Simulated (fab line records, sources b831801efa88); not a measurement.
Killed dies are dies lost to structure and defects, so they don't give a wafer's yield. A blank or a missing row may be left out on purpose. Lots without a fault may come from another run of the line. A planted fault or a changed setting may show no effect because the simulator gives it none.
Chamber matching | flow gf180mcu | GF_V3_CMP_26 on cmp-01: 4 sister chambers
The step polishes, stops on SiO2, t overpolish 15 s, target thk 0 nm. 4 wafers are shown with their chamber, then 7 later ones without.

WAFERS WITH THEIR CHAMBER
wafer  | chamber | motor_current_A (A)
L487.2 | 2       | 10.8
L487.6 | 0       | 11.9
L488.3 | 1       | 8.5
L488.4 | 3       | 12.4

WAFERS WITHOUT THEIR CHAMBER
wafer  | motor_current_A (A)
L488.5 | 11.8
L491.2 | 12.2
L491.3 | 12.5
L491.6 | 12.3
L492.3 | 9.0
L492.4 | 11.1
L492.6 | 12.3

WHICH CHAMBER EACH WENT THROUGH
wafer  | from the rows above     | in truth
L488.5 | 0                       | 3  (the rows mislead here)
L491.2 | can't be placed: 3 or 0 | 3
L491.3 | 3                       | 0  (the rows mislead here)
L491.6 | can't be placed: 3 or 0 | 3
L492.3 | 1                       | 1
L492.4 | 2                       | 2
L492.6 | can't be placed: 3 or 0 | 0
Placed correctly: 2 of 7. Can't be placed from these rows: 3 (the true chamber is among the candidates in 3). Placed wrongly: 2.
How it was worked out, from the rows above alone: a wafer's distance from a chamber is the root of the sum, over the readings, of the square of ((its reading less the chamber's mean) divided by the reading's scatter). The wafer belongs to the nearest chamber; if the next one is less than 2 further off, it can't be placed. A chamber's mean is the mean of its shown wafers. The scatter: with one shown wafer a chamber, the root of the mean of the squares of how far each hidden wafer lies from its nearest shown one.
